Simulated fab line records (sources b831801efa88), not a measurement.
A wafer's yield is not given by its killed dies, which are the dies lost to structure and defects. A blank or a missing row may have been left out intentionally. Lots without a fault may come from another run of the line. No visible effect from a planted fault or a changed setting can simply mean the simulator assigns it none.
fab line records    flow sky130
record lots=6  wafers=18  lastDay=49
route steps=708 shown VIA2@516 METAL3@532 PAD_OPEN@708
lots with no fault: from the same line, run without faults
startH: hours from the record's first day to the start of the lot's first wafer shown    waitH: time in hours since the lot's previous step    " repeats the value in the row above    L1.1+2: several wafers, shown together as one row    - either no value or no given start    * or withheld: withheld    < > ~ a bound
route shown NAME@n: a module of which the file shows steps, and the number in the route of the first    usual: mean/standard deviation of fault-free wafers    same: alike in all rows    chamber/n: place in a boat    sites: each site's reading    _std_site: standard deviation of those values    _edge_site: outer sites' mean less inner sites'    radiusMm: how far each site lies from the wafer's centre    mask NAME#n: copy n    behind: the last tool/chamber to shape the wafer    hold: cause of the lot's hold/its duration in hours/its outcome    device: names the non-switching transistor (n, p or np)    end of line: the same wafers' tests at the end of the route    where a step has no rows: the recipe by itself    killed: count of dies lost to structure and defects at first sort (not the wafer's yield)    map: a wafer's dies, x killed, . not, _ none there
set.NAME: the setting as run; set.NAME@STEP: as run at that earlier step    model.NAME: the simulator's own value behind a step, which no gauge read
lots at some steps of the route; a table a step, a row a wafer
services: a tool's chamber out of use, with start hour (startH, from the record's first day; less than 0 if before it), hours out, and reason
## steps
# step SKY_VIA2_EXPOSE_09
# recipe maskId=VIM2  na=0.8  sourceShape=annular  sigmaInner=0.55  sigmaOuter=0.85  targetCdNm=200  doseMj=38
# step SKY_VIA2_PEB_10
# recipe pebTempC=withheld  pebTimeS=withheld  resist=KrF-thick
# step SKY_VIA2_DEVELOP_11
# recipe developTimeS=60  resist=KrF-thick  devTempC=21
# step SKY_VIA2_CD_MEAS_12
# recipe targetCdNm=200
# usual cdNm=200.1/1.3
lot.wafer  tool      chamber  startH  waitH  cdNm
L857.1     cdSem-02  -        871.84  -      199.5
L857.3     "         -        "       "      198.5
L857.6     "         -        "       "      198.7
L864.1     cdSem-02  -        924.67  -      199.5
L864.3     "         -        "       "      199.9
L864.6     "         -        "       "      199.8
L866.1     cdSem-02  -        943.16  -      200.8
L866.4     "         -        "       "      201.2
L866.5     "         -        "       "      202.9
L868.2     cdSem-02  -        948.48  -      199.7
L868.3     "         -        "       "      201.4
L868.6     "         -        "       "      200.8
L869.1     cdSem-01  -        966.16  -      200.3
L869.2     "         -        "       "      200.6
L869.6     "         -        "       "      200.7
L870.4     cdSem-01  -        967.10  -      199.9
L870.5     "         -        "       "      199.8
L870.6     "         -        "       "      198.8
# step SKY_VIA2_OVL_MEAS_13
# usual VIA2_OVL=2/5.9
lot.wafer  tool        chamber  startH  waitH  VIA2_OVL[nm]
L857.1     overlay-02  -        871.96  0.1    3
L857.3     "           -        "       "      0
L857.6     "           -        "       "      15
L864.1     overlay-02  -        924.79  0.1    6
L864.3     "           -        "       "      3
L864.6     "           -        "       "      -4
L866.1     overlay-02  -        943.28  0.1    1
L866.4     "           -        "       "      1
L866.5     "           -        "       "      5
L868.2     overlay-01  -        948.59  0.1    1
L868.3     "           -        "       "      3
L868.6     "           -        "       "      1
L869.1     overlay-02  -        966.28  0.1    -1
L869.2     "           -        "       "      -9
L869.6     "           -        "       "      -8
L870.4     overlay-02  -        967.17  0.1    -6
L870.5     "           -        "       "      1
L870.6     "           -        "       "      -6
# step SKY_VIA2_ETCH_14
# recipe chemistry=N2/H2  target=BARC  ionEnergyEv=200  sourceW=500  biasW=100  pressureMtorr=30  n2FlowSccm=100  h2FlowSccm=200  stopOn=SiO2  timeS=45.9  targetDepthA=600
# usual drypumpMotorCurrentA=5.7/0.31  oesProductAu=0.854/0.0042  throttleValvePct=13.225/0.0097
lot.wafer  tool        chamber  startH  waitH  drypumpMotorCurrentA  oesProductAu  rfHoursCounterH  throttleValvePct
L857.1     rieDiel-04  2        871.99  0.0    5.7                   0.849         17               13.223
L857.3     "           0        "       "      5.9                   0.853         0                13.227
L857.6     "           3        "       "      6.0                   0.853         -                13.232
L864.1     rieDiel-01  3        924.82  0.0    5.4                   0.851         6                13.228
L864.3     "           0        "       "      5.4                   0.855         12               13.228
L864.6     "           2        "       "      6.2                   0.853         -                13.219
L866.1     rieDiel-03  1        943.32  0.0    5.4                   0.853         11               13.214
L866.4     "           3        "       "      5.9                   0.854         -                13.240
L866.5     "           2        "       "      5.2                   0.858         -                13.227
L868.2     rieDiel-04  0        948.62  0.0    5.9                   0.846         2                13.232
L868.3     "           2        "       "      5.7                   0.856         19               13.225
L868.6     "           0        "       "      5.8                   0.854         -                13.233
L869.1     rieDiel-04  3        966.32  0.0    6.0                   0.864         21               13.216
L869.2     "           0        "       "      5.9                   0.846         3                13.218
L869.6     "           0        "       "      5.9                   0.850         -                13.224
L870.4     rieDiel-01  2        967.21  0.0    6.2                   0.850         -                13.216
L870.5     "           3        "       "      5.4                   0.856         -                13.233
L870.6     "           2        "       "      6.2                   0.849         -                13.225
# step SKY_VIA2_ETCH_15
# recipe target=SiO2  chemistry=C4F8/O2/Ar  targetDepthNm=546  stopOn=TiN  maskMaterial=KrF-thick  sourceW=1500  biasW=1200  pressureMtorr=40  c4f8FlowSccm=withheld  O2_flow_sccm=6  Ar_flow_sccm=300  timeS=84
# usual oesProductAu=0.939/0.0047
lot.wafer  tool        chamber  startH  waitH  oesProductAu  rfHoursCounterH
L857.1     rieDiel-04  2        872.03  0.0    0.934         17
L857.3     "           0        "       "      0.935         0
L857.6     "           3        "       "      0.942         -
L864.1     rieDiel-01  3        924.86  0.0    0.940         6
L864.3     "           0        "       "      0.940         12
L864.6     "           2        "       "      0.939         -
L866.1     rieDiel-03  1        943.36  0.0    0.931         11
L866.4     "           3        "       "      0.940         -
L866.5     "           2        "       "      0.940         -
L868.2     rieDiel-04  0        948.66  0.0    0.941         2
L868.3     "           2        "       "      0.938         19
L868.6     "           0        "       "      0.939         -
L869.1     rieDiel-04  3        966.36  0.0    0.945         21
L869.2     "           0        "       "      0.936         3
L869.6     "           0        "       "      0.937         -
L870.4     rieDiel-01  2        967.29  0.1    0.944         -
L870.5     "           3        "       "      0.942         -
L870.6     "           2        "       "      0.942         -
# step SKY_VIA2_STRIP_16
# recipe chemistry=O2/N2  powerW=1400  pressureMtorr=1500  platenTempC=withheld  o2FlowSccm=3000  n2FlowSccm=300  overashFraction=0.5
# usual drypumpMotorCurrentA=5.74/0.26  oesProductAu=0.398/0.0046  stripTimeToEndpointS=4.048/0.025
lot.wafer  tool            chamber  startH  waitH  drypumpMotorCurrentA  oesProductAu  rfHoursCounterH  stripTimeToEndpointS
L857.1     plasmaAsher-02  1        872.10  0.0    6.00                  0.400         12               4.022
L857.3     "               0        "       "      5.64                  0.389         -                4.052
L857.6     "               0        "       "      5.63                  0.397         -                4.062
L864.1     plasmaAsher-04  1        924.93  0.0    5.93                  0.406         50               4.065
L864.3     "               1        "       "      5.94                  0.401         -                4.049
L864.6     "               1        "       "      5.96                  0.402         -                4.030
L866.1     plasmaAsher-02  1        943.43  0.0    5.99                  0.409         20               4.000
L866.4     "               1        "       "      5.99                  0.394         -                4.022
L866.5     "               0        "       "      5.64                  0.402         -                4.008
L868.2     plasmaAsher-04  0        948.73  0.0    5.28                  0.398         52               4.057
L868.3     "               1        "       "      6.02                  0.396         -                4.037
L868.6     "               0        "       "      5.29                  0.399         -                4.047
L869.1     plasmaAsher-02  0        966.43  0.0    5.64                  0.396         22               4.069
L869.2     "               1        "       "      6.00                  0.402         22               4.088
L869.6     "               0        "       "      5.64                  0.396         -                4.085
L870.4     plasmaAsher-03  0        967.38  0.1    5.53                  0.407         -                4.031
L870.5     "               0        "       "      5.54                  0.402         -                4.056
L870.6     "               1        "       "      5.91                  0.403         -                4.020
# step SKY_VIA2_STRIP_17
# recipe chemistry=postEtchResidueRemover  timeS=1200  tempC=72.5
# step SKY_VIA2_CLEAN_18
# recipe chemistry=IPA  timeS=180  tempC=25
# step SKY_VIA2_CLEAN_19
# recipe chemistry=O3/DIW  dry=n2Spin
# step SKY_VIA2_SPUTTER_20
# recipe material=TiN  targetThkNm=20  chamberPressurePa=5  powerW=4000  timeS=80
# usual throttleValvePct=29.7/0.91
lot.wafer  tool           chamber  startH  waitH  throttleValvePct
L857.1     pvdSputter-02  -        872.69  0.0    27.9
L857.3     "              -        "       "      30.2
L857.6     "              -        "       "      30.3
L864.1     pvdSputter-02  -        925.53  0.0    29.1
L864.3     "              -        "       "      28.0
L864.6     "              -        "       "      30.2
L866.1     pvdSputter-04  -        944.05  0.0    30.9
L866.4     "              -        "       "      28.9
L866.5     "              -        "       "      28.8
L868.2     pvdSputter-04  -        949.32  0.0    28.9
L868.3     "              -        "       "      29.8
L868.6     "              -        "       "      29.6
L869.1     pvdSputter-03  -        967.08  0.0    31.5
L869.2     "              -        "       "      31.2
L869.6     "              -        "       "      28.6
L870.4     pvdSputter-04  -        967.96  0.0    29.9
L870.5     "              -        "       "      28.5
L870.6     "              -        "       "      30.8
# step SKY_VIA2_CVD_21
# recipe material=W  targetThkNm=420  timeS=126.4  tempC=400  pressureTorr=40
# usual heaterPowerOuterW=490/12  heaterPowerW=839/52  susceptorTempC=399.98/0.19
lot.wafer  tool     chamber  startH  waitH  heaterPowerOuterW  heaterPowerW  susceptorTempC  model.W_of_VIA2_CVD_21.thkNm
L857.1     cvdW-02  0        872.75  0.0    490                862           400.04          419.4
L857.3     "        0        "       "      495                890           400.18          418
L857.6     "        0        "       "      498                879           400.14          419.6
L864.1     cvdW-02  0        925.59  0.0    479                854           400.05          414.3
L864.3     "        0        "       "      488                876           400.40          418.5
L864.6     "        1        "       "      494                826           400.08          419.2
L866.1     cvdW-01  1        944.11  0.0    473                723           400.03          422.3
L866.4     "        1        "       "      483                726           400.08          421.5
L866.5     "        0        "       "      488                919           399.52          421.2
L868.2     cvdW-01  1        949.38  0.0    476                740           399.91          424.9
L868.3     "        1        "       "      484                746           399.83          424.3
L868.6     "        0        "       "      511                934           407.90          489.6
L869.1     cvdW-01  0        967.15  0.0    509                925           407.97          484.7
L869.2     "        1        "       "      470                754           399.94          419.9
L869.6     "        1        "       "      469                726           399.63          422
L870.4     cvdW-02  1        968.06  0.1    483                822           400.13          416.3
L870.5     "        0        "       "      483                887           399.66          421.6
L870.6     "        1        "       "      500                827           400.09          419
# step SKY_VIA2_RS_MEAS_22
# recipe thkMeasGauge=four-point-probe  reads=W_of_VIA2_CVD_21+TiN_of_VIA2_SPUTTER_20
# usual VIA2_W_RS=0.2715/0.0023
lot.wafer  tool          chamber  startH  waitH  VIA2_W_RS[ohm/sq]
L857.1     filmMetro-03  -        872.88  0.1    0.2727
L857.3     "             -        "       "      0.2740
L857.6     "             -        "       "      0.2725
L864.1     filmMetro-03  -        925.72  0.1    0.2764
L864.3     "             -        "       "      0.2736
L864.6     "             -        "       "      0.2733
L866.1     filmMetro-03  -        944.24  0.1    0.2707
L866.4     "             -        "       "      0.2719
L866.5     "             -        "       "      0.2718
L868.2     filmMetro-03  -        949.53  0.1    0.2697
L868.3     "             -        "       "      0.2702
L868.6     "             -        "       "      0.2331
L869.1     filmMetro-04  -        967.28  0.1    0.2360
L869.2     "             -        "       "      0.2729
L869.6     "             -        "       "      0.2714
L870.4     filmMetro-03  -        968.21  0.1    0.2751
L870.5     "             -        "       "      0.2720
L870.6     "             -        "       "      0.2733
# step SKY_VIA2_THK_MEAS_23
# recipe thkMeasGauge=xrf  reads=W_of_VIA2_CVD_21
# usual VIA2_W_THK=417/8.7
lot.wafer  tool          chamber  startH  waitH  VIA2_W_THK[nm]
L857.1     filmMetro-03  -        873.00  0.1    408
L857.3     "             -        "       "      407
L857.6     "             -        "       "      411
L864.1     filmMetro-03  -        925.84  0.1    402
L864.3     "             -        "       "      403
L864.6     "             -        "       "      409
L866.1     filmMetro-03  -        944.36  0.1    408
L866.4     "             -        "       "      409
L866.5     "             -        "       "      408
L868.2     filmMetro-03  -        949.64  0.1    413
L868.3     "             -        "       "      411
L868.6     "             -        "       "      475
L869.1     filmMetro-04  -        967.40  0.1    489
L869.2     "             -        "       "      423
L869.6     "             -        "       "      424
L870.4     filmMetro-03  -        968.30  0.1    405
L870.5     "             -        "       "      409
L870.6     "             -        "       "      406
# step SKY_VIA2_CMP_24
# recipe stopOn=SiO2  tOverpolishS=20  downForcePsi=3.5  platenRpm=60  targetThkNm=0  padVelocityMS=0.94248
# usual motorCurrentA=11.0/1.4  timeToEndpointS=99/4.9
lot.wafer  tool    chamber  startH  waitH  motorCurrentA  timeToEndpointS
L857.3     cmp-02  0        873.06  0.0    9.8            102
L857.1     "       1        "       "      11.3           98
L857.6     "       1        "       "      11.4           97
L864.3     cmp-01  0        925.95  0.1    9.0            93
L864.1     "       1        "       "      12.5           89
L864.6     "       0        "       "      9.3            94
L866.4     cmp-02  0        944.42  0.0    9.5            105
L866.1     "       1        "       "      11.2           99
L866.5     "       1        "       "      11.0           96
L868.2     cmp-01  1        949.69  0.0    12.3           93
L868.3     "       0        "       "      9.7            98
L868.6     "       1        "       "      12.3           109
L869.1     cmp-02  0        967.51  0.1    9.0            125
L869.2     "       1        "       "      10.9           98
L869.6     "       0        "       "      9.3            109
L870.4     cmp-02  2        968.38  0.1    13.2           103
L870.6     "       1        "       "      10.7           100
L870.5     "       2        "       "      12.7           103
# step SKY_METAL3_SPUTTER_00
# recipe material=Ti  targetThkNm=15  powerW=3000  timeS=10  chamberPressurePa=0.4
# usual throttleValvePct=29.7/0.76
lot.wafer  tool           chamber  startH  waitH  throttleValvePct
L857.1     pvdSputter-01  -        873.36  0.2    29.8
L857.3     "              -        "       "      28.9
L857.6     "              -        "       "      29.3
L864.1     pvdSputter-04  -        926.20  0.1    30.9
L864.3     "              -        "       "      29.8
L864.6     "              -        "       "      29.6
L866.1     pvdSputter-04  -        944.72  0.2    29.4
L866.4     "              -        "       "      30.0
L866.5     "              -        "       "      28.6
L868.2     pvdSputter-02  -        949.99  0.2    28.1
L868.3     "              -        "       "      29.4
L868.6     "              -        "       "      29.8
L869.1     pvdSputter-01  -        967.76  0.2    30.1
L869.2     "              -        "       "      29.1
L869.6     "              -        "       "      29.5
L870.4     pvdSputter-01  -        968.63  0.2    29.4
L870.5     "              -        "       "      30.8
L870.6     "              -        "       "      29.4
# step SKY_PAD_OPEN_PROBE_99
# usual defectLimitedYield=82.5/2  killed_at_M0_to_M3=42/6.6  killed_at_M4_up=3.1/1.9  killedAtContacts=25/5.7  killedAtFrontEnd=16/5  killedDies=86/9.6  killedOpen=47/7.2  killedShort=39/6.2  sort_bin_3_pad_short=0.9/0.44  sort_bin_5_function=10.3/1.5  sort_bin_6_memory=6.2/1.1  sortNPass=406/9.6  sortYieldPct=82.5/2
# same grossDies=492  killedAtBackSide=0  killedAtOther=0  sort_bin_4_leakage[%]=0  sort_bin_8_speed[%]=0
lot.wafer  tool       chamber  startH   waitH  defectLimitedYield[%]  killed_at_M0_to_M3  killed_at_M4_up  killedAtContacts  killedAtFrontEnd  killedDies  killedOpen  killedShort  sort_bin_3_pad_short[%]  sort_bin_5_function[%]  sort_bin_6_memory[%]  sortNPass  sortYieldPct[%]
L857.1     prober-02  -        1094.44  0.1    83.5                   38                  3                26                14                81          44          37           1.4                      10.0                    5.1                   411        83.5
L857.3     prober-02  -        1094.54  0.2    83.1                   44                  2                21                16                83          38          45           0.8                      8.9                     7.1                   409        83.1
L857.6     prober-02  -        1094.69  0.2    78.5                   60                  3                27                16                106         61          45           1.2                      12.0                    8.3                   386        78.5
L864.1     prober-01  -        1136.79  0.1    79.9                   42                  4                28                25                99          62          37           1.0                      11.4                    7.7                   393        79.9
L864.3     prober-01  -        1136.89  0.2    83.1                   42                  0                26                15                83          45          38           1.4                      9.3                     6.1                   409        83.1
L864.6     prober-01  -        1137.04  0.2    82.3                   47                  1                27                12                87          49          38           1.0                      11.4                    5.3                   405        82.3
L866.1     prober-01  -        1149.13  0.1    83.7                   43                  5                20                12                80          51          29           0.8                      10.8                    4.7                   412        83.7
L866.4     prober-01  -        1149.28  0.2    83.7                   40                  1                23                16                80          49          31           1.0                      9.6                     5.7                   412        83.7
L866.5     prober-01  -        1149.33  0.2    76.8                   62                  6                27                19                114         61          53           1.0                      11.8                    10.4                  378        76.8
L868.2     prober-01  -        1154.24  0.1    82.7                   46                  0                23                16                85          47          38           1.0                      10.6                    5.7                   407        82.7
L868.3     prober-01  -        1154.29  0.2    84.1                   32                  1                27                18                78          38          40           0                        10.0                    5.9                   414        84.1
L868.6     prober-01  -        1154.44  0.2    83.7                   32                  3                24                21                80          42          38           0.6                      8.5                     7.1                   412        83.7
L869.1     prober-02  -        1166.54  0.1    84.8                   45                  3                19                8                 75          48          27           0.4                      8.9                     5.9                   417        84.8
L869.2     prober-02  -        1166.59  0.1    82.5                   40                  10               25                11                86          42          44           0.6                      12.2                    4.7                   406        82.5
L869.6     prober-02  -        1166.79  0.2    81.7                   40                  0                30                20                90          51          39           0.2                      11.0                    7.1                   402        81.7
L870.4     prober-01  -        1167.89  0.2    84.1                   45                  0                19                14                78          40          38           0.6                      8.7                     6.5                   414        84.1
L870.5     prober-01  -        1167.94  0.2    82.9                   39                  4                20                21                84          35          49           1.8                      9.8                     5.5                   408        82.9
L870.6     prober-01  -        1167.99  0.2    81.3                   46                  2                28                16                92          54          38           1.0                      9.8                     7.9                   400        81.3
# killed by level:class
L857.1 FIELD_ISO:geometricParticle:open=8 CONTACT:geometricParticle:open=7 VIA2:geometricParticle:open=7 LI_CONTACT:geometricParticle:open=5 LOCAL_INTERCONNECT:geometricParticle:short=5 CONTACT:geometricParticle:short=5 VIA1:geometricParticle:short=5 VIA3:geometricParticle:short=5
L857.3 VIA2:geometricParticle:open=10 CONTACT:geometricParticle:open=9 METAL1:geometricParticle:short=8 VIA3:geometricParticle:open=8 POLY_GATE:geometricParticle:short=7 FIELD_ISO:geometricParticle:short=4 METAL3:geometricParticle:short=4 CONTACT:geometricParticle:short=4
L857.6 VIA1:geometricParticle:open=14 VIA3:geometricParticle:open=12 CONTACT:geometricParticle:open=9 METAL2:geometricParticle:short=8 LI_CONTACT:geometricParticle:open=7 FIELD_ISO:geometricParticle:open=5 LOCAL_INTERCONNECT:geometricParticle:short=5 METAL1:geometricParticle:short=5
L864.1 VIA1:geometricParticle:open=12 LI_CONTACT:geometricParticle:open=11 CONTACT:geometricParticle:open=8 FIELD_ISO:geometricParticle:open=7 VIA2:geometricParticle:open=7 METAL2:geometricParticle:short=5 VIA3:geometricParticle:open=5 POLY_GATE:geometricParticle:open=4
L864.3 VIA1:geometricParticle:open=12 CONTACT:geometricParticle:open=10 METAL1:geometricParticle:short=8 LI_CONTACT:geometricParticle:open=7 FIELD_ISO:geometricParticle:short=6 CONTACT:geometricParticle:short=6 VIA2:geometricParticle:open=6 METAL2:geometricParticle:short=6
L864.6 VIA1:geometricParticle:open=17 CONTACT:geometricParticle:short=7 LI_CONTACT:geometricParticle:open=7 VIA3:geometricParticle:open=7 FIELD_ISO:geometricParticle:open=5 METAL2:geometricParticle:short=5 LI_CONTACT:geometricParticle:short=5 VIA1:geometricParticle:short=5
L866.1 VIA1:geometricParticle:open=11 CONTACT:geometricParticle:open=8 VIA2:geometricParticle:open=8 LI_CONTACT:geometricParticle:open=6 VIA3:geometricParticle:open=6 METAL1:geometricParticle:short=5 FIELD_ISO:geometricParticle:open=4 CONTACT:geometricParticle:short=4
L866.4 LI_CONTACT:geometricParticle:open=10 VIA1:geometricParticle:open=9 FIELD_ISO:geometricParticle:open=5 CONTACT:geometricParticle:open=5 VIA2:geometricParticle:open=5 METAL2:geometricParticle:short=5 POLY_GATE:geometricParticle:open=4 CONTACT:geometricParticle:short=4
L866.5 VIA1:geometricParticle:open=14 VIA3:geometricParticle:open=13 CONTACT:geometricParticle:open=10 CONTACT:geometricParticle:short=7 METAL2:geometricParticle:short=6 LI_CONTACT:geometricParticle:open=6 VIA3:geometricParticle:short=6 METAL1:geometricParticle:short=6
L868.2 CONTACT:geometricParticle:open=10 VIA1:geometricParticle:open=10 VIA2:geometricParticle:open=7 VIA3:geometricParticle:open=7 METAL1:geometricParticle:short=6 LI_CONTACT:geometricParticle:open=6 VIA1:geometricParticle:short=6 POLY_GATE:geometricParticle:short=5
L868.3 CONTACT:geometricParticle:open=8 LI_CONTACT:geometricParticle:open=7 VIA1:geometricParticle:short=6 CONTACT:geometricParticle:short=5 VIA1:geometricParticle:open=5 VIA3:geometricParticle:open=4 FIELD_ISO:geometricParticle:open=3 FIELD_ISO:geometricParticle:short=3
L868.6 LI_CONTACT:geometricParticle:open=9 VIA1:geometricParticle:open=9 CONTACT:geometricParticle:open=8 FIELD_ISO:geometricParticle:short=6 VIA1:geometricParticle:short=5 FIELD_ISO:geometricParticle:open=4 POLY_GATE:geometricParticle:short=4 VIA2:geometricParticle:short=4
L869.1 VIA1:geometricParticle:open=11 VIA2:geometricParticle:open=7 LI_CONTACT:geometricParticle:open=6 CONTACT:geometricParticle:open=5 METAL2:geometricParticle:short=5 LOCAL_INTERCONNECT:geometricParticle:short=4 VIA1:geometricParticle:short=4 METAL3:geometricParticle:short=4
L869.2 CONTACT:geometricParticle:open=10 VIA1:geometricParticle:open=8 VIA2:geometricParticle:short=6 LI_CONTACT:geometricParticle:open=6 CONTACT:geometricParticle:short=6 METAL2:geometricParticle:short=6 VIA2:geometricParticle:open=6 METAL4:geometricParticle:short=6
L869.6 VIA1:geometricParticle:open=12 LI_CONTACT:geometricParticle:open=8 CONTACT:geometricParticle:open=7 POLY_GATE:geometricParticle:short=6 VIA3:geometricParticle:open=6 LOCAL_INTERCONNECT:geometricParticle:short=6 METAL2:geometricParticle:short=6 CONTACT:geometricParticle:short=5
L870.4 VIA1:geometricParticle:open=10 METAL2:geometricParticle:short=7 VIA1:geometricParticle:short=6 LI_CONTACT:geometricParticle:open=5 CONTACT:geometricParticle:open=5 CONTACT:geometricParticle:short=4 METAL1:geometricParticle:short=4 VIA2:geometricParticle:open=4
L870.5 POLY_GATE:geometricParticle:short=9 METAL2:geometricParticle:short=7 CONTACT:geometricParticle:short=7 VIA1:geometricParticle:open=7 VIA1:geometricParticle:short=7 CONTACT:geometricParticle:open=5 VIA2:geometricParticle:open=5 LOCAL_INTERCONNECT:geometricParticle:short=4
L870.6 CONTACT:geometricParticle:open=16 VIA1:geometricParticle:open=13 LI_CONTACT:geometricParticle:open=6 VIA2:geometricParticle:short=6 POLY_GATE:geometricParticle:short=5 VIA1:geometricParticle:short=5 METAL2:geometricParticle:short=5 VIA3:geometricParticle:open=5
## services
tool            chamber  startH  hours  kind
plasmaAsher-04  -        849.97  2.8    pm
rieDiel-04      0        850.26  -      clean
rieDiel-04      0        850.26  17.1   scheduledDown
rieDiel-04      0        850.26  17.1   ventCycle
pvdSputter-03   -        852.36  2.8    repair
rieDiel-04      3        877.54  2.0    repair
cvdW-02         1        886.28  8.1    repair
cmp-02          -        887.97  0.3    repair
pvdSputter-04   -        888.09  2.7    repair
pvdSputter-02   -        898.85  0.9    repair
cvdW-01         -        904.00  14.0   pm
pvdSputter-03   -        907.52  4.1    repair
cmp-02          -        911.49  7.9    pm
cmp-01          -        912.00  4.0    pm
pvdSputter-04   3        924.76  -      consumableReplace:kit
cvdW-01         1        936.93  1.4    repair
cmp-01          -        941.45  2.4    repair
rieDiel-03      0        942.80  2.8    repair
cvdW-02         1        949.67  17.9   repair
cmp-02          -        954.22  0.5    repair
cmp-01          -        954.67  9.8    repair
rieDiel-01      0        957.21  16.2   repair
cmp-01          -        963.10  0.7    repair
rieDiel-01      1        966.90  7.1    repair
## key
firstSign step=SKY_VIA2_CVD_21  reading=susceptorTempC  direction=up  sigmas=42  usual=*  struck=*
effect step=SKY_VIA2_RS_MEAS_22  reading=VIA2_W_RS  direction=down  sigmas=16  usual=0.2715  struck=0.2346
effect step=SKY_VIA2_THK_MEAS_23  reading=VIA2_W_THK  direction=up  sigmas=7.5  usual=417  struck=482
effect step=SKY_VIA2_CMP_24  reading=timeToEndpointS  direction=up  sigmas=3.6  usual=*  struck=*
modelEffect step=SKY_VIA2_CVD_21  value=W_of_VIA2_CVD_21.thkNm  without=423.4  struck=487.1
metAt SKY_VIA2_CVD_21
struckWafers L868.6,L869.1
onsetBetween 944.11 949.38
fault kind=processParameterDrift  tool=cvdW-01  chamber=0  onsetH=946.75  steps=SKY_VIA2_CVD_21  channel=tempC  offset=*  shape=step  endH=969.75  actsIn=*  stated=*
